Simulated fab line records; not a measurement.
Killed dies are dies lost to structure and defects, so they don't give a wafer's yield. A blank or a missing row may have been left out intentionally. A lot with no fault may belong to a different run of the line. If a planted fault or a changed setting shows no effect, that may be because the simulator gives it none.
Chamber matching -- flow sky130 -- 3 sister chambers for SKY_VIA3_HDPCVD_00 on hdpcvd-02
The step deposits SiO2, target thk 1635 nm, time 272.5 s. 3 wafers are shown with their chamber, then 9 later ones without.

EACH WAFER AND ITS CHAMBER
wafer,chamber,susceptorTempC (C)
L535.1,0,399.94
L535.2,2,399.96
L535.6,1,400.17

WAFERS WITH NO CHAMBER GIVEN
wafer,susceptorTempC (C)
L537.1,399.93
L537.3,400.10
L537.6,399.95
L539.1,399.80
L539.4,400.02
L539.6,399.80
L541.2,399.97
L541.3,399.94
L541.4,399.94

EACH ONE'S CHAMBER
wafer,from the rows above,in truth
L537.1,can't be placed: 0 or 2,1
L537.3,can't be placed: 1 or 2 or 0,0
L537.6,can't be placed: 0 or 2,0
L539.1,can't be placed: 0 or 2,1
L539.4,can't be placed: 2 or 0 or 1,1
L539.6,can't be placed: 0 or 2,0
L541.2,can't be placed: 2 or 0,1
L541.3,can't be placed: 0 or 2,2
L541.4,can't be placed: 0 or 2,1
Correctly placed: 0 of 9. Unplaceable from these rows: 9, with the true chamber sitting among the candidates in 5. Wrongly placed: 0.
How it was worked out, from the rows above alone: a wafer's distance from a chamber is the root of the sum, over the readings, of the square of ((its reading less the chamber's mean) divided by the reading's scatter). If the next closest chamber is less than 2 further off than the closest, the wafer can't be placed; otherwise it belongs to the closest. Each chamber's mean is taken over the wafers shown for it. The scatter (one wafer shown for each chamber): square how far every hidden wafer sits from the nearest shown wafer, average those squares and take the square root.
